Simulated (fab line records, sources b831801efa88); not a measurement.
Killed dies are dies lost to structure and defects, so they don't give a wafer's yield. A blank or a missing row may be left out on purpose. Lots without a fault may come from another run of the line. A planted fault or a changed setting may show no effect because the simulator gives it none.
fab line records | flow sfq_line
record lots=6 wafers=18 last_day=91
route steps=325 shown I5@228 C5@240
lots that met no fault: from a run of the same line without faults
start_h: hours from the record's first day to the start of the lot's first wafer shown | wait_h: hours since the lot's step before | " the same as in the row above | L1.1+2: a row that stands for several wafers | - no value, or no start given | * or withheld: withheld | < > ~ a bound
route shown NAME@n: a module of which the file shows steps, and the number in the route of the first | usual: mean/standard deviation of fault-free wafers | same: alike in all rows | chamber/n: place in a boat | sites: the reading at each site | _std_site: their standard deviation | _edge_site: outer sites' mean less inner sites' | radius_mm: how far each site lies from the wafer's centre | mask NAME#n: copy n | behind: the tool/chamber that last shaped the wafer | hold: why the lot was held/for how many hours/how that ended | device: the transistor (n, p or np) that didn't switch | end of line: the same wafers' tests at the end of the route | a step without rows: its recipe alone | killed: dies lost to structure and defects at the first sort, not the wafer's yield | map: a wafer's dies, x killed, . not, _ none there
set.NAME: the setting as run; set.NAME@STEP: as run at that earlier step | model.NAME: the simulator's own value behind a step, which no gauge read
lots at some steps of the route; a table a step, a row a wafer
services: from which hour (start_h, from the record's first day; less than 0 if before it) a tool's chamber was out of use, for how many hours, and why
## steps
# step SFQ_TRILAYER_A5C_DEP_PECVD_142
# recipe material=SiO2 temp_c=150 time_s=15.556 pressure_torr=2.4 rf_w=183.3 precursor=SiH4/N2O target_thk_nm=70
# usual chamber_pressure_Torr=2.401/0.005 heater_power_w=83/8.6 showerhead_vpp_V=826/30 throttle_valve_pct=25.8/1.4
# columns lot.wafer tool chamber start_h wait_h chamber_pressure_Torr heater_power_w showerhead_vpp_V throttle_valve_pct
L468.1 pecvd-03 2 1493.78 0.0 2.404 93 805 24.0
L468.2 " 1 " " 2.404 88 798 27.1
L468.5 " 2 " " 2.392 93 786 24.1
L470.1 pecvd-02 2 1512.63 0.0 2.401 80 829 23.9
L470.2 " 0 " " 2.393 86 787 23.8
L470.5 " 0 " " 2.410 87 789 24.0
L471.3 pecvd-04 0 1515.05 0.0 2.403 62 833 26.7
L471.4 " 0 " " 2.401 63 830 26.9
L471.5 " 2 " " 2.403 88 873 24.6
L483.1 pecvd-03 1 1620.84 0.0 2.405 84 803 26.9
L483.3 " 0 " " 2.390 89 794 26.6
L483.5 " 0 " " 2.392 89 805 26.6
L485.2 pecvd-04 0 1631.57 0.0 2.405 65 831 27.0
L485.3 " 0 " " 2.401 65 841 26.9
L485.4 " 1 " " 2.406 83 862 27.5
L486.1 pecvd-04 0 1638.94 0.0 2.401 61 835 26.9
L486.4 " 0 " " 2.395 63 837 27.0
L486.6 " 1 " " 2.400 79 847 27.7
# step SFQ_TRILAYER_I5_LITHO_COAT_149
# recipe resist=BARC spin_rpm=3000 resist_thk_nm=62
# step SFQ_TRILAYER_I5_LITHO_COAT_144
# recipe resist=KrF spin_rpm=3000 resist_thk_nm=650
# step SFQ_TRILAYER_I5_LITHO_SOFTBAKE_148
# recipe temp_c=withheld time_s=withheld resist=KrF
# step SFQ_TRILAYER_I5_LITHO_EXPOSE_145
# recipe mask_id=I5 na=0.6 source_shape=conventional sigma_outer=0.65 target_cd_nm=700 dose_mj=21.3
# step SFQ_TRILAYER_I5_LITHO_PEB_147
# recipe peb_temp_c=115 peb_time_s=60 resist=KrF
# step SFQ_TRILAYER_I5_LITHO_DEVELOP_146
# recipe time_s=60 resist=KrF
# step SFQ_I5_OVL_MEAS_936
# usual I5_OVL=4/5.2
# columns lot.wafer tool chamber start_h wait_h I5_OVL[nm]
L468.1 overlay-02 - 1496.05 0.1 11
L468.2 " - " " 14
L468.5 " - " " 12
L470.1 overlay-01 - 1516.89 0.1 -1
L470.2 " - " " 1
L470.5 " - " " 2
L471.3 overlay-01 - 1518.10 0.1 10
L471.4 " - " " 12
L471.5 " - " " 11
L483.1 overlay-02 - 1626.01 0.1 6
L483.3 " - " " 1
L483.5 " - " " -1
L485.2 overlay-02 - 1634.42 0.1 3
L485.3 " - " " 4
L485.4 " - " " -2
L486.1 overlay-01 - 1641.22 0.1 9
L486.4 " - " " 4
L486.6 " - " " 2
# step SFQ_TRILAYER_I5_BARC_OPEN_VIA_ETCH_200
# recipe mask_material=PR chemistry=O2 target_depth_nm=125 target=BARC source_w=500 bias_w=80 pressure_mtorr=30.78 time_s=41.7
# usual chamber_pressure_mTorr=30.777/0.026 drypump_motor_current_A=5.7/0.57 oes_product_au=0.685/0.0046
# columns lot.wafer tool chamber start_h wait_h chamber_pressure_mTorr drypump_motor_current_A oes_product_au rf_hours_counter_h
L468.1 rie_diel-02 0 1496.09 0.0 30.725 5.9 0.686 15
L468.2 " 2 " " 30.786 4.7 0.688 11
L468.5 " 2 " " 30.825 4.7 0.684 -
L470.1 rie_diel-04 0 1516.93 0.0 30.707 5.7 0.689 7
L470.2 " 3 " " 30.850 6.1 0.685 14
L470.5 " 0 " " 30.763 5.7 0.685 -
L471.3 rie_diel-02 3 1518.13 0.0 30.811 6.2 0.686 1
L471.4 " 0 " " 30.792 6.0 0.691 -
L471.5 " 2 " " 30.782 4.7 0.680 -
L483.1 rie_diel-02 1 1626.05 0.0 30.784 6.0 0.691 16
L483.3 " 0 " " 30.765 5.9 0.684 17
L483.5 " 3 " " 30.761 6.2 0.680 -
L485.2 rie_diel-03 0 1634.45 0.0 30.762 5.7 0.690 9
L485.3 " 3 " " 30.818 5.8 0.684 13
L485.4 " 2 " " 30.779 5.6 0.682 14
L486.1 rie_diel-04 0 1641.25 0.0 30.765 5.7 0.690 9
L486.4 " 2 " " 30.784 6.5 0.684 2
L486.6 " 0 " " 30.804 5.7 0.685 -
# step SFQ_TRILAYER_I5_ETCH_VIA_ETCH_147
# recipe stop_on=Nb mask_material=PR chemistry=CHF3 target_depth_nm=360 source_w=500 bias_w=80 pressure_mtorr=30 time_s=withheld
# usual chamber_pressure_mTorr=29.999/0.029 drypump_motor_current_A=5.7/0.57 oes_product_au=0.988/0.0065
# columns lot.wafer tool chamber start_h wait_h chamber_pressure_mTorr drypump_motor_current_A oes_product_au
L468.1 rie_diel-02 0 1496.13 0.0 29.987 5.9 0.990
L468.2 " 2 " " 30.019 4.7 0.975
L468.5 " 2 " " 30.010 4.7 0.991
L470.1 rie_diel-04 0 1516.97 0.0 29.992 5.7 0.989
L470.2 " 3 " " 30.010 6.1 0.998
L470.5 " 0 " " 30.016 5.7 0.989
L471.3 rie_diel-02 3 1518.17 0.0 30.032 6.1 0.993
L471.4 " 0 " " 30.003 6.0 0.991
L471.5 " 2 " " 30.007 4.7 0.974
L483.1 rie_diel-02 1 1626.09 0.0 30.003 6.0 0.988
L483.3 " 0 " " 29.988 5.9 0.989
L483.5 " 3 " " 29.973 6.2 0.967
L485.2 rie_diel-03 0 1634.49 0.0 30.030 5.8 0.992
L485.3 " 3 " " 29.984 5.9 0.978
L485.4 " 2 " " 29.991 5.7 0.979
L486.1 rie_diel-04 0 1641.29 0.0 30.054 5.7 0.998
L486.4 " 2 " " 29.978 6.5 0.989
L486.6 " 0 " " 30.017 5.7 0.999
# step SFQ_TRILAYER_I5_STRIP_STRIP_148
# recipe gas=O2 power_w=200 platen_temp_c=40 overash_fraction=0.65 chemistry=O2 pressure_mtorr=50
# usual chamber_pressure_mTorr=50.00/0.051 drypump_motor_current_A=5.6/0.48 oes_product_au=0.993/0.0096
# columns lot.wafer tool chamber start_h wait_h chamber_pressure_mTorr drypump_motor_current_A oes_product_au rf_hours_counter_h
L468.1 rie_metal-04 1 1496.28 - 49.95 6.2 1.010 11
L468.2 " 0 " " 49.95 6.2 1.017 86
L468.5 " 0 " " 49.97 6.2 1.000 -
L470.1 rie_metal-03 1 1517.12 - 49.93 5.3 0.988 15
L470.2 " 1 " " 50.05 5.2 0.991 -
L470.5 " 1 " " 49.98 5.2 0.984 -
L471.3 rie_metal-01 1 1518.52 - 49.95 6.6 0.980 -
L471.4 " 0 " " 50.01 5.5 0.991 -
L471.5 " 0 " " 49.96 5.5 0.982 -
L483.1 rie_metal-01 1 1626.24 - 50.07 6.6 0.996 91
L483.3 " 1 " " 50.03 6.6 0.998 -
L483.5 " 0 " " 49.98 5.5 0.993 -
L485.2 rie_metal-03 0 1634.64 - 50.04 5.5 1.013 61
L485.3 " 1 " " 49.95 5.2 0.993 -
L485.4 " 0 " " 50.03 5.5 1.010 -
L486.1 rie_metal-03 1 1641.44 - 49.94 5.2 0.997 34
L486.4 " 1 " " 49.94 5.2 1.000 -
L486.6 " 0 " " 50.04 5.5 1.008 -
# step SFQ_TRILAYER_I5_STRIP_SOLV_CLEAN_149
# recipe chemistry=NMP temp_c=70 time_s=600
# step SFQ_TRILAYER_C5_LITHO_COAT_156
# recipe resist=BARC spin_rpm=3000 resist_thk_nm=62
# usual spin_speed_rpm=2999.9/1.9
# columns lot.wafer tool chamber start_h wait_h spin_speed_rpm model.BARC_of_TRILAYER_C5_LITHO_COAT_156.thk_nm
L468.1 litho_track-04 0 1497.05 0.0 2999.0 61.99
L468.2 " 0 " " 2997.2 61.88
L468.5 " 0 " " 2997.0 61.83
L470.1 litho_track-03 0 1518.51 0.0 2955.2 62.39
L470.2 " 0 " " 2956.0 62.38
L470.5 " 0 " " 2954.5 62.41
L471.3 litho_track-03 0 1519.36 0.3 2955.3 62.31
L471.4 " 0 " " 2955.6 62.23
L471.5 " 0 " " 2952.1 62.42
L483.1 litho_track-03 0 1627.03 0.0 3003.0 62.02
L483.3 " 0 " " 3000.1 62.18
L483.5 " 0 " " 3001.2 61.89
L485.2 litho_track-02 0 1636.18 0.6 3000.8 62.26
L485.3 " 0 " " 3003.0 62.32
L485.4 " 0 " " 3001.3 62.14
L486.1 litho_track-04 0 1642.22 0.0 2998.7 61.94
L486.4 " 0 " " 2995.0 61.85
L486.6 " 0 " " 2999.5 61.97
# step SFQ_TRILAYER_C5_LITHO_COAT_151
# recipe resist=KrF spin_rpm=3000 resist_thk_nm=650
# step SFQ_TRILAYER_C5_LITHO_SOFTBAKE_155
# recipe temp_c=withheld time_s=withheld resist=KrF
# step SFQ_TRILAYER_C5_LITHO_EXPOSE_152
# recipe mask_id=C5 na=0.6 source_shape=conventional sigma_outer=0.65 target_cd_nm=500 dose_mj=21.3
# step SFQ_TRILAYER_C5_LITHO_PEB_154
# recipe peb_temp_c=115 peb_time_s=60 resist=KrF
# step SFQ_TRILAYER_C5_LITHO_DEVELOP_153
# recipe time_s=60 resist=KrF
# step SFQ_C5_OVL_MEAS_937
# usual C5_OVL=1/5.9
# columns lot.wafer tool chamber start_h wait_h C5_OVL[nm]
L468.1 overlay-02 - 1616.19 0.1 -6
L468.2 " - " " -1
L468.5 " - " " -3
L470.1 overlay-01 - 1622.44 0.1 -4
L470.2 " - " " -4
L470.5 " - " " 4
L471.3 overlay-01 - 1634.25 0.1 0
L471.4 " - " " 5
L471.5 " - " " 7
L483.1 overlay-01 - 1734.89 0.1 -1
L483.3 " - " " -1
L483.5 " - " " 3
L485.2 overlay-01 - 1744.49 0.1 0
L485.3 " - " " -5
L485.4 " - " " -4
L486.1 overlay-01 - 1748.34 1.5 5
L486.4 " - " " 4
L486.6 " - " " 9
# step SFQ_TRILAYER_C5_BARC_OPEN_VIA_ETCH_210
# recipe mask_material=PR chemistry=O2 target_depth_nm=125 target=BARC source_w=500 bias_w=80 pressure_mtorr=30 time_s=41.7
# usual chamber_pressure_mTorr=29.995/0.026 drypump_motor_current_A=5.9/0.6 oes_product_au=0.685/0.0047
# columns lot.wafer tool chamber start_h wait_h chamber_pressure_mTorr drypump_motor_current_A oes_product_au rf_hours_counter_h model.etch.depth_nm
L468.1 rie_diel-01 1 1616.22 0.0 30.001 6.1 0.685 13 61.99
L468.2 " 2 " " 30.028 6.5 0.686 19 61.88
L468.5 " 0 " " 29.978 6.0 0.689 - 61.83
L470.1 rie_diel-01 3 1622.47 0.0 30.012 6.2 0.685 17 62.39
L470.2 " 1 " " 30.001 6.0 0.686 13 62.38
L470.5 " 0 " " 29.984 5.9 0.687 - 62.41
L471.3 rie_diel-04 1 1634.27 0.0 29.949 4.7 0.687 13 62.31
L471.4 " 3 " " 30.006 6.1 0.685 16 62.23
L471.5 " 0 " " 29.969 5.8 0.682 - 62.42
L483.1 rie_diel-04 1 1734.92 0.0 29.981 4.7 0.689 15 62.02
L483.3 " 0 " " 29.992 5.7 0.692 10 62.18
L483.5 " 1 " " 29.999 4.7 0.687 - 61.89
L485.2 rie_diel-01 2 1744.52 0.0 30.006 6.5 0.689 1 62.26
L485.3 " 3 " " 30.046 6.2 0.687 0 62.32
L485.4 " 1 " " 29.995 6.0 0.685 15 62.14
L486.1 rie_diel-02 0 1748.38 0.0 30.002 6.0 0.682 19 61.94
L486.4 " 2 " " 30.007 4.7 0.686 15 61.85
L486.6 " 2 " " 30.005 4.7 0.681 - 61.97
# step SFQ_TRILAYER_C5_ETCH_VIA_ETCH_154
# recipe target=SiO2 mask_material=PR chemistry=CHF3 target_depth_nm=84 source_w=500 bias_w=80 pressure_mtorr=30 time_s=withheld stop_on=Nb
# usual chamber_pressure_mTorr=29.997/0.027 drypump_motor_current_A=5.9/0.6 oes_product_au=0.895/0.007
# columns lot.wafer tool chamber start_h wait_h chamber_pressure_mTorr drypump_motor_current_A oes_product_au
L468.1 rie_diel-01 1 1616.26 0.0 30.036 6.0 0.893
L468.2 " 2 " " 29.963 6.5 0.895
L468.5 " 0 " " 30.009 5.9 0.907
L470.1 rie_diel-01 3 1622.51 0.0 29.997 6.2 0.899
L470.2 " 1 " " 30.012 6.0 0.888
L470.5 " 0 " " 30.013 6.0 0.902
L471.3 rie_diel-04 1 1634.31 0.0 29.951 4.7 0.891
L471.4 " 3 " " 29.993 6.1 0.888
L471.5 " 0 " " 29.973 5.7 0.891
L483.1 rie_diel-04 1 1734.96 0.0 29.971 4.7 0.899
L483.3 " 0 " " 30.007 5.7 0.894
L483.5 " 1 " " 30.002 4.7 0.906
L485.2 rie_diel-01 2 1744.56 0.0 29.967 6.5 0.897
L485.3 " 3 " " 29.922 6.2 0.903
L485.4 " 1 " " 29.952 6.1 0.903
L486.1 rie_diel-02 0 1748.42 0.0 29.992 5.9 0.887
L486.4 " 2 " " 30.004 4.7 0.898
L486.6 " 2 " " 29.989 4.7 0.906
## services
# columns tool chamber start_h hours kind
rie_diel-04 - 1492.29 0.9 repair
rie_diel-04 3 1499.84 11.6 repair
rie_metal-01 - 1511.03 1.4 pm
rie_diel-04 2 1513.81 8.2 repair
rie_metal-03 0 1514.09 16.6 repair
rie_diel-02 1 1517.38 1.2 repair
rie_diel-02 0 1519.52 1.3 repair
rie_diel-01 - 1523.21 2.8 pm
rie_diel-03 - 1525.39 15.6 pm
pecvd-04 2 1527.24 6.9 repair
rie_metal-01 0 1536.56 24.5 repair
pecvd-03 - 1546.81 2.5 repair
rie_diel-03 3 1581.96 6.0 repair
pecvd-04 0 1584.70 10.7 repair
pecvd-04 - 1585.50 0.5 repair
pecvd-03 1 1594.18 5.4 repair
rie_diel-02 0 1599.52 7.4 repair
pecvd-04 2 1619.22 17.0 repair
rie_diel-02 - 1624.16 0.6 repair
rie_diel-03 0 1637.66 4.5 repair
rie_diel-03 3 1648.40 6.2 repair
rie_diel-02 1 1655.98 6.4 repair
rie_diel-04 3 1726.53 6.4 repair
pecvd-04 2 1743.60 3.8 repair
## key
first_sign step=SFQ_TRILAYER_C5_LITHO_COAT_156 reading=spin_speed_rpm direction=down sigmas=24 usual=2999.9 struck=2954.8
effect none on later readings
model_effect step=SFQ_TRILAYER_C5_LITHO_COAT_156 value=BARC_of_TRILAYER_C5_LITHO_COAT_156.thk_nm without=61.88 struck=62.36
model_effect step=SFQ_TRILAYER_C5_BARC_OPEN_VIA_ETCH_210 value=etch.depth_nm without=61.88 struck=62.36
met_at SFQ_TRILAYER_C5_LITHO_COAT_156
struck_wafers L470.1,L470.2,L470.5,L471.3,L471.4,L471.5
fault kind=process_parameter_drift tool=litho_track-03 chamber=- onset_h=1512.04 steps=SFQ_TRILAYER_C5_LITHO_COAT_156 channel=spin_rpm offset=-45.876 shape=step end_h=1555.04 acts_in=these_recipes_only stated=3000
